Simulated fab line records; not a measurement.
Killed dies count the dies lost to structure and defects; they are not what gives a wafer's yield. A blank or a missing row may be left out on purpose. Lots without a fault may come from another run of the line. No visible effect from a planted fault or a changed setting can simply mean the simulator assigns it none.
fab line records	flow sky130
[record] lots = 13	wafers = 39	lastDay = 50
route steps=708 shown SONOS_TUNNEL@165 LI_CONTACT@383 CONTACT@409 PAD_OPEN@708
lots that met no fault: taken from a fault-free run of the same line
startH: hours from the record's opening day to when the first of the lot's shown wafers began	waitH: hours from the lot's prior step to this one	" same as the row above	L1.1+2: several wafers, shown together as one row	- either no value or no given start	* or withheld: withheld	< > ~ a bound
route shown NAME@n: a module of which the file shows steps, and the number in the route of the first	usual: mean/standard deviation of fault-free wafers	same: alike in all rows	chamber/n: place in a boat	sites: the reading at each site	_std_site: standard deviation across them	_edge_site: the outer-site mean with the inner-site mean subtracted	radiusMm: how far each site lies from the wafer's centre	mask NAME#n: copy n	behind: tool/chamber where the wafer was last shaped	hold: reason for holding the lot/hours on hold/outcome of the hold	device: which transistor (n, p or np) failed to switch	end of line: the route-end tests of the same wafers	a step with no rows: only its recipe	killed: dies that structure and defects cost at the first sort, which is not the same as the wafer's yield	map: shows each die of a wafer: x if killed, . if not, _ if none is there
set.NAME: the setting as run; set.NAME@STEP: as run at that earlier step	model.NAME: the simulator's own value behind a step, which no gauge read
steps of the route over a sample of lots; a table a step, a row a wafer
services: the hour from which a tool's chamber was out of use, counted from the record's first day as startH (under 0 if before that day), plus the number of hours and why
[[steps]]
[step SKY_SONOS_TUNNEL_STRIP_11]
[recipe] chemistry = SPM	timeS = 600	tempC = 130
lot.wafer	tool	chamber	startH	waitH
L251.1+3+5	wetBench-01	0	243.75	0.0
L252.2+5+6	wetBench-01	0	252.91	0.0
L253.4+5+6	wetBench-04	0	257.17	0.0
L254.2+3+4	wetBench-01	2	278.11	0.0
L256.1+2+4	wetBench-03	3	290.26	0.0
L255.1+3+5	wetBench-03	1	290.93	0.0
L257.3+4+6	wetBench-01	3	294.27	0.0
L258.2+3+5	wetBench-04	1	301.73	0.0
L259.1+3+4	wetBench-04	0	313.87	0.0
L260.1+5+6	wetBench-03	3	320.46	0.0
L263.1+3+5	wetBench-01	2	337.27	0.0
L268.3+5+6	wetBench-04	2	394.93	0.0
L274.1+2+6	wetBench-01	3	431.41	0.0
[step SKY_LI_CONTACT_CVD_21]
[recipe] material = W	targetThkNm = 400	timeS = 120.56	tempC = 400	pressureTorr = 40
[usual] heaterPowerW = 875/86
lot.wafer	tool	chamber	startH	waitH	heaterPowerW
L252.2	cvdW-01	1	680.60	0.0	845
L252.5	"	0	"	"	819
L252.6	"	1	"	"	838
L251.1	cvdW-02	1	681.62	0.0	815
L251.3	"	1	"	"	815
L251.5	"	1	"	"	814
L253.4	cvdW-02	0	688.41	0.1	993
L253.5	"	0	"	"	1025
L253.6	"	1	"	"	832
L254.2	cvdW-02	1	707.57	0.0	817
L254.3	"	0	"	"	1025
L254.4	"	1	"	"	805
L256.1	cvdW-01	0	718.88	0.0	824
L256.2	"	1	"	"	824
L256.4	"	1	"	"	837
L255.1	cvdW-01	0	720.82	0.0	834
L255.3	"	0	"	"	832
L255.5	"	1	"	"	847
L257.3	cvdW-01	1	721.90	0.1	823
L257.4	"	0	"	"	829
L257.6	"	1	"	"	821
L258.2	cvdW-02	1	738.92	0.0	831
L258.3	"	0	"	"	1026
L258.5	"	1	"	"	835
L259.1	cvdW-01	0	747.22	0.0	800
L259.3	"	1	"	"	846
L259.4	"	0	"	"	811
L260.1	cvdW-02	0	756.45	0.0	1011
L260.5	"	0	"	"	1012
L260.6	"	1	"	"	818
L263.1	cvdW-01	1	766.39	0.0	826
L263.3	"	1	"	"	817
L263.5	"	0	"	"	810
L268.3	cvdW-01	0	823.49	0.1	842
L268.5	"	1	"	"	854
L268.6	"	0	"	"	821
L274.1	cvdW-01	1	850.37	0.0	828
L274.2	"	0	"	"	822
L274.6	"	1	"	"	823
[step SKY_CONTACT_THK_MEAS_03]
[recipe] reads = SiO2_of_CONTACT_HDPCVD_02
[usual] CONTACT_HDPCVD_THK = 568/7.1
lot.wafer	tool	chamber	startH	waitH	CONTACT_HDPCVD_THK[nm]
L252.2	filmMetro-01	-	709.05	0.0	566
L252.5	"	-	"	"	571
L252.6	"	-	"	"	568
L251.1	filmMetro-03	-	710.34	0.0	568
L251.3	"	-	"	"	573
L251.5	"	-	"	"	569
L253.4	filmMetro-04	-	718.62	0.0	575
L253.5	"	-	"	"	570
L253.6	"	-	"	"	570
L254.2	filmMetro-01	-	737.77	0.0	569
L254.3	"	-	"	"	579
L254.4	"	-	"	"	583
L256.1	filmMetro-01	-	747.99	0.0	570
L256.2	"	-	"	"	559
L256.4	"	-	"	"	574
L255.1	filmMetro-01	-	750.54	0.0	570
L255.3	"	-	"	"	577
L255.5	"	-	"	"	575
L257.3	filmMetro-03	-	751.45	0.1	571
L257.4	"	-	"	"	566
L257.6	"	-	"	"	554
L258.2	filmMetro-04	-	767.47	0.0	563
L258.3	"	-	"	"	564
L258.5	"	-	"	"	572
L259.1	filmMetro-01	-	775.63	0.0	574
L259.3	"	-	"	"	564
L259.4	"	-	"	"	561
L260.1	filmMetro-01	-	785.43	0.0	572
L260.5	"	-	"	"	570
L260.6	"	-	"	"	562
L263.1	filmMetro-01	-	794.44	0.0	575
L263.3	"	-	"	"	575
L263.5	"	-	"	"	579
L268.3	filmMetro-01	-	851.66	0.1	557
L268.5	"	-	"	"	548
L268.6	"	-	"	"	566
L274.1	filmMetro-01	-	877.88	0.0	575
L274.2	"	-	"	"	558
L274.6	"	-	"	"	563
[step SKY_CONTACT_SPUTTER_23]
[recipe] material = TiN	targetThkNm = 20	chamberPressurePa = 5	powerW = 4000	timeS = 80
[usual] throttleValvePct = 30.1/1.1
lot.wafer	tool	chamber	startH	waitH	throttleValvePct
L252.2	pvdSputter-03	-	737.96	0.0	30.9
L252.5	"	-	"	"	30.5
L252.6	"	-	"	"	31.2
L251.1	pvdSputter-04	-	739.31	0.0	30.3
L251.3	"	-	"	"	30.4
L251.5	"	-	"	"	30.9
L253.4	pvdSputter-01	-	747.51	0.0	28.7
L253.5	"	-	"	"	28.6
L253.6	"	-	"	"	28.1
L254.2	pvdSputter-01	-	766.36	0.0	29.1
L254.3	"	-	"	"	28.7
L254.4	"	-	"	"	28.2
L256.1	pvdSputter-04	-	775.69	0.0	30.5
L256.2	"	-	"	"	30.4
L256.4	"	-	"	"	31.6
L255.1	pvdSputter-03	-	779.08	0.0	30.7
L255.3	"	-	"	"	30.3
L255.5	"	-	"	"	30.8
L257.3	pvdSputter-03	-	779.81	0.0	31.1
L257.4	"	-	"	"	30.5
L257.6	"	-	"	"	30.7
L258.2	pvdSputter-01	-	796.01	0.0	28.7
L258.3	"	-	"	"	29.5
L258.5	"	-	"	"	29.3
L259.1	pvdSputter-04	-	803.55	0.0	31.6
L259.3	"	-	"	"	30.9
L259.4	"	-	"	"	30.6
L260.1	pvdSputter-03	-	812.99	0.0	31.1
L260.5	"	-	"	"	31.4
L260.6	"	-	"	"	30.3
L263.1	pvdSputter-01	-	821.76	0.0	28.3
L263.3	"	-	"	"	28.4
L263.5	"	-	"	"	28.1
L268.3	pvdSputter-01	-	878.97	0.0	29.1
L268.5	"	-	"	"	29.0
L268.6	"	-	"	"	29.2
L274.1	pvdSputter-04	-	904.70	0.0	30.4
L274.2	"	-	"	"	31.5
L274.6	"	-	"	"	30.6
[step SKY_PAD_OPEN_PROBE_99]
[usual] killed_at_M0_to_M3 = 43/7.2	killed_at_M4_up = 3.3/2	killedAtContacts = 25/5.8	killedAtFrontEnd = 15/4.5	killedAtOther = 0.3/0.62	killedDies = 86/9.4	killedOnRim = 17/3.7	killedOpen = 47/7.1	killedShort = 39/6
[same] grossDies = 492	killedAtBackSide = 0
lot.wafer	tool	chamber	startH	waitH	killed_at_M0_to_M3	killed_at_M4_up	killedAtContacts	killedAtFrontEnd	killedAtOther	killedDies	killedOnRim	killedOpen	killedShort
L254.2	prober-02	-	1101.31	0.1	49	3	35	19	1	107	20	57	48
L254.3	prober-02	-	1101.36	0.2	43	2	31	20	0	96	23	52	44
L254.4	prober-02	-	1101.41	0.2	51	4	27	19	1	102	16	56	44
L256.1	prober-01	-	1107.14	0.1	29	5	30	12	0	76	13	32	44
L256.2	prober-01	-	1107.19	0.1	34	3	23	17	1	78	17	41	37
L256.4	prober-01	-	1107.29	0.2	41	1	32	17	0	91	16	49	42
L257.4	prober-01	-	1111.66	0.2	40	1	28	10	0	79	12	42	37
L258.2	prober-02	-	1122.80	0.1	33	5	38	15	1	92	18	55	36
L258.5	prober-02	-	1122.95	0.2	41	5	30	17	1	94	21	51	43
L259.3	prober-01	-	1129.04	0.2	43	2	20	24	0	89	18	50	38
L260.1	prober-02	-	1137.70	0.1	49	0	36	10	0	95	16	55	40
L260.5	prober-02	-	1137.90	0.2	48	2	23	9	0	82	11	50	32
L260.6	prober-02	-	1137.95	0.2	41	4	30	14	0	89	15	47	42
L263.1	prober-01	-	1140.07	0.1	43	6	20	16	0	85	19	46	39
L263.3	prober-01	-	1140.17	0.2	36	4	22	20	0	82	16	46	36
L263.5	prober-01	-	1140.27	0.2	33	2	20	17	1	73	13	44	29
L268.3	prober-01	-	1181.22	0.2	38	3	20	45	0	106	30	46	28
L268.5	prober-01	-	1181.32	0.2	34	7	22	56	0	119	27	41	44
L268.6	prober-01	-	1181.37	0.2	40	1	26	46	0	113	26	39	39
// killed by level:class
L254.2 CONTACT:geometricParticle:open=14 LI_CONTACT:geometricParticle:open=9 METAL2:geometricParticle:short=9 VIA1:geometricParticle:open=8 METAL1:geometricParticle:short=7 POLY_GATE:geometricParticle:open=6 VIA2:geometricParticle:open=6 POLY_GATE:geometricParticle:short=5
L254.3 CONTACT:geometricParticle:open=16 POLY_GATE:geometricParticle:short=7 VIA3:geometricParticle:open=7 VIA1:geometricParticle:open=7 FIELD_ISO:geometricParticle:open=6 LI_CONTACT:geometricParticle:open=6 VIA1:geometricParticle:short=6 VIA2:geometricParticle:open=5
L254.4 VIA1:geometricParticle:open=11 CONTACT:geometricParticle:open=11 METAL1:geometricParticle:short=9 VIA2:geometricParticle:open=9 LI_CONTACT:geometricParticle:open=6 VIA1:geometricParticle:short=6 VIA3:geometricParticle:open=5 FIELD_ISO:geometricParticle:open=4
L256.1 CONTACT:geometricParticle:open=9 CONTACT:geometricParticle:short=7 VIA1:geometricParticle:open=5 POLY_GATE:geometricParticle:short=5 LI_CONTACT:geometricParticle:open=5 LOCAL_INTERCONNECT:geometricParticle:short=5 METAL3:geometricParticle:short=5 LI_CONTACT:geometricParticle:short=4
L256.2 CONTACT:geometricParticle:open=12 POLY_GATE:geometricParticle:open=5 METAL2:geometricParticle:short=5 LI_CONTACT:geometricParticle:open=5 VIA1:geometricParticle:short=5 METAL1:geometricParticle:open=4 VIA1:geometricParticle:open=4 VIA3:geometricParticle:short=4
L256.4 VIA1:geometricParticle:open=12 LI_CONTACT:geometricParticle:open=9 CONTACT:geometricParticle:open=9 FIELD_ISO:geometricParticle:short=7 CONTACT:geometricParticle:short=7 METAL1:geometricParticle:short=6 VIA2:geometricParticle:open=5 VIA1:geometricParticle:short=5
L257.4 CONTACT:geometricParticle:open=13 VIA1:geometricParticle:open=7 METAL2:geometricParticle:short=7 CONTACT:geometricParticle:short=6 VIA2:geometricParticle:open=6 LI_CONTACT:geometricParticle:open=5 METAL1:geometricParticle:short=4 METAL3:geometricParticle:short=4
L258.2 CONTACT:geometricParticle:open=16 LI_CONTACT:geometricParticle:open=9 VIA1:geometricParticle:open=8 METAL1:geometricParticle:short=6 VIA3:geometricParticle:open=6 SPACER:geometricParticle:open=4 LI_CONTACT:geometricParticle:short=4 CONTACT:geometricParticle:short=4
L258.5 CONTACT:geometricParticle:open=11 LI_CONTACT:geometricParticle:open=8 VIA1:geometricParticle:open=7 POLY_GATE:geometricParticle:open=6 VIA3:geometricParticle:open=6 METAL1:geometricParticle:short=6 LOCAL_INTERCONNECT:geometricParticle:short=5 METAL2:geometricParticle:short=5
L259.3 VIA1:geometricParticle:open=13 CONTACT:geometricParticle:short=7 SPACER:geometricParticle:open=6 CONTACT:geometricParticle:open=6 VIA2:geometricParticle:short=5 VIA3:geometricParticle:open=5 FIELD_ISO:geometricParticle:short=4 VIA2:geometricParticle:open=4
L260.1 CONTACT:geometricParticle:open=15 VIA1:geometricParticle:open=10 VIA3:geometricParticle:open=10 VIA1:geometricParticle:short=8 LI_CONTACT:geometricParticle:open=6 CONTACT:geometricParticle:short=6 VIA2:geometricParticle:open=6 LI_CONTACT:geometricParticle:short=4
L260.5 VIA1:geometricParticle:open=10 CONTACT:geometricParticle:short=9 CONTACT:geometricParticle:open=9 VIA3:geometricParticle:open=7 METAL1:geometricParticle:short=6 FIELD_ISO:geometricParticle:open=5 VIA1:geometricParticle:short=5 METAL2:geometricParticle:open=5
L260.6 CONTACT:geometricParticle:open=10 VIA1:geometricParticle:open=9 LI_CONTACT:geometricParticle:open=7 VIA1:geometricParticle:short=6 METAL2:geometricParticle:short=5 LOCAL_INTERCONNECT:geometricParticle:short=5 VIA2:geometricParticle:open=5 VIA2:geometricParticle:short=4
L263.1 VIA1:geometricParticle:open=9 VIA1:geometricParticle:short=8 LI_CONTACT:geometricParticle:open=6 CONTACT:geometricParticle:short=6 METAL4:geometricParticle:short=6 CONTACT:geometricParticle:open=5 METAL1:geometricParticle:short=5 VIA2:geometricParticle:open=5
L263.3 CONTACT:geometricParticle:open=8 VIA1:geometricParticle:open=8 POLY_GATE:geometricParticle:short=7 POLY_GATE:geometricParticle:open=6 LI_CONTACT:geometricParticle:open=6 VIA2:geometricParticle:open=6 LOCAL_INTERCONNECT:geometricParticle:short=5 METAL1:geometricParticle:short=4
L263.5 VIA1:geometricParticle:open=12 CONTACT:geometricParticle:open=7 POLY_GATE:geometricParticle:open=6 LI_CONTACT:geometricParticle:open=6 VIA2:geometricParticle:open=5 VIA2:geometricParticle:short=4 FIELD_ISO:geometricParticle:short=3 FIELD_ISO:geometricParticle:open=3
L268.3 SONOS_TUNNEL:unspecified=32 VIA1:geometricParticle:open=14 CONTACT:geometricParticle:open=7 LI_CONTACT:geometricParticle:open=6 VIA3:geometricParticle:open=6 METAL1:geometricParticle:short=5 POLY_GATE:geometricParticle:open=4 POLY_GATE:geometricParticle:short=4
L268.5 SONOS_TUNNEL:unspecified=33 CONTACT:geometricParticle:open=10 METAL2:geometricParticle:short=10 VIA1:geometricParticle:open=9 FIELD_ISO:geometricParticle:short=8 FIELD_ISO:geometricParticle:open=5 CONTACT:geometricParticle:short=5 METAL4:geometricParticle:short=5
L268.6 SONOS_TUNNEL:unspecified=34 LI_CONTACT:geometricParticle:open=8 CONTACT:geometricParticle:open=8 METAL1:geometricParticle:short=6 VIA1:geometricParticle:open=6 METAL2:geometricParticle:short=5 VIA1:geometricParticle:short=5 FIELD_ISO:geometricParticle:open=4
[[services]]
tool	chamber	startH	hours	kind
cvdW-02	-	225.51	0.5	repair
pvdSputter-01	-	272.95	8.0	repair
cvdW-02	1	286.76	2.5	repair
cvdW-01	1	292.14	4.5	repair
cvdW-01	1	311.02	18.3	repair
cvdW-02	-	315.72	4.3	pm
cvdW-01	1	329.80	6.7	repair
cvdW-01	-	337.30	1.4	repair
cvdW-02	1	340.23	2.5	repair
cvdW-01	-	341.57	2.8	pm
wetBench-01	-	365.65	1.9	pm
cvdW-02	-	390.00	14.0	pm
cvdW-02	0	396.34	2.6	repair
cvdW-01	-	404.24	0.7	repair
cvdW-02	1	442.28	8.6	repair
cvdW-01	1	469.16	11.3	repair
cvdW-01	0	526.22	14.6	repair
cvdW-01	-	531.27	6.0	pm
wetBench-01	-	588.90	3.7	repair
pvdSputter-01	-	670.20	8.4	repair
wetBench-01	-	679.82	3.7	repair
pvdSputter-01	-	736.71	1.8	repair
cvdW-02	-	784.87	0.3	repair
cvdW-01	-	904.00	14.0	pm
[[key]]
[firstSign] step = SKY_PAD_OPEN_PROBE_99	reading = killedAtFrontEnd	direction = up	sigmas = 7.6	usual = 15	struck = 49
[effect] step = SKY_PAD_OPEN_PROBE_99	reading = killedDies	direction = up	sigmas = 2.8	usual = 86	struck = 113
metAt SKY_SONOS_TUNNEL_STRIP_11
struckLots L268
struckWafers L268.3,L268.5,L268.6
testerLeftOut L268
notActingAt SKY_LI_CONTACT_CVD_21,SKY_CONTACT_THK_MEAS_03,SKY_CONTACT_SPUTTER_23
[fault] kind = chamberParticleSource	tool = wetBench-04	chamber = 2	onsetH = 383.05	steps = SKY_SONOS_TUNNEL_STRIP_11	ratePerVisitCm2 = 1.7047	endH = 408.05
// testerLeftOut: of these lots the tester's yield and bins aren't shown, on N5 and GAA mostly nor the transistor test; their killed dies are dies lost to structure and defects alone, not to doping, threshold or leakage, so they don't give the yield
